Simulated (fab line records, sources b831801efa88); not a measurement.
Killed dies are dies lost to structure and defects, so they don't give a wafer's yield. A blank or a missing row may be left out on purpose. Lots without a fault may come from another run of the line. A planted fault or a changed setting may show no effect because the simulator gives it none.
A struck lot beside a sound one | flow gf180mcu | 15 steps out of a route of 602
Sound: wafers L486.1, L486.2, L486.6. Struck: wafers L498.3, L498.4, L498.6. The cause comes at the end.
At each step with rows: each side's tool, then ch and its chambers, then its first start. Under that, the readings that differ: sound wafers | struck wafers | difference of the means | sigmas: that difference in standard deviations of wafers without a fault.
alike: readings whose means differ by less than 2 such deviations, and words and numbers that are the same on both sides. not compared: withheld readings, readings that some wafer has no value for, bounds like >300 that may hide the same value, and numbers for which the record gives no deviation and whose values overlap.
The two part at a step that has a row with sigmas, a row that says differs or no value, or rows on one side only. Numbers that don't overlap but have no deviation are shown without sigmas and don't part them. A reading that every wafer of one side lacks parts them only if that side has two wafers or more.

first, 1 step without rows for these wafers: GF_V5_ETCH_16 (etches BARC in N2/H2).
GF_V5_ETCH_17: etches SiO2 in C4F8/O2/Ar, stops on TiN, target depth 855 nm.
  sound on rie_diel-03 ch 0,3; struck on rie_diel-02 ch 0,1,3
  alike: bias_w, oes_product_au
then, 3 steps without rows for these wafers: GF_V5_STRIP_18 (strips in O2/N2); GF_V5_STRIP_19 (strips in post etch residue remover, time 1200 s); GF_V5_CLEAN_20 (cleans in DIW).
GF_V5_SPUTTER_21: material Ti, target thk 15 nm, time 80.02 s.
  sound on pvd_sputter-02, day 27 16:52; struck on pvd_sputter-01, day 31 10:57
  alike: cathode_dc_power_W, chamber_pressure_pa, throttle_valve_pct
GF_V5_SPUTTER_22: material TiN, target thk 10 nm, time 40 s.
  sound on pvd_sputter-02, day 27 16:55; struck on pvd_sputter-01, day 31 11:01
  alike: cathode_dc_power_W, chamber_pressure_pa, throttle_valve_pct
GF_V5_CVD_23: deposits W, target thk 350 nm, time 104.9 s.
  sound on cvd_w-01 ch 0,1, day 27 16:58; struck on cvd_w-01 ch 0,1, day 31 11:06
  alike: heater_power_w
GF_V5_RS_MEAS_24: measures by four-point-probe.
  sound on film_metro-04, day 27 17:04; struck on film_metro-03, day 31 11:13
  alike: V5_W_RS
GF_V5_THK_MEAS_25: measures by xrf.
  sound on film_metro-04, day 27 17:11; struck on film_metro-03, day 31 11:19
  reading       | sound       | struck      | difference | sigmas
  V5_W_THK (nm) | 356 358 352 | 340 345 345 | -12        | -2
then, 2 steps without rows for these wafers: GF_V5_CMP_26 (polishes, stops on SiO2, t overpolish 15 s, target thk 0 nm); GF_TOP_METAL_SPUTTER_00 (material Ti, target thk 37.5 nm, time 150 s).
GF_TOP_METAL_SPUTTER_01: material TiN, target thk 30 nm, time 25 s.
  sound on pvd_sputter-04, day 27 17:39; struck on pvd_sputter-04, day 31 11:45
  reading                                       | sound                | struck               | difference | sigmas
  cathode_dc_power_W (W)                        | 6499.3 6501.2 6499.7 | 4460.8 4461.7 4461.6 | -2038.7    | -99 or more
  model.TiN_of_TOP_METAL_SPUTTER_01.thk_nm (nm) | 29.78 29.95 29.82    | 20.79 20.88 20.91    | -8.99      |
  alike: chamber_pressure_pa, throttle_valve_pct
GF_TOP_METAL_SPUTTER_02: material AlCu, target thk 900 nm, time 47.82 s.
  sound on pvd_sputter-04, day 27 17:41; struck on pvd_sputter-04, day 31 11:47
  alike: cathode_dc_power_W, chamber_pressure_pa, throttle_valve_pct
then, 1 step without rows for these wafers: GF_PASSIVATION_PROBE_99.

WHERE THEY PART
First at GF_V5_THK_MEAS_25; last, within this record, at GF_TOP_METAL_SPUTTER_01. Later steps at which nothing parts them and some readings are alike: GF_TOP_METAL_SPUTTER_02.

WHY: what the simulator had put in
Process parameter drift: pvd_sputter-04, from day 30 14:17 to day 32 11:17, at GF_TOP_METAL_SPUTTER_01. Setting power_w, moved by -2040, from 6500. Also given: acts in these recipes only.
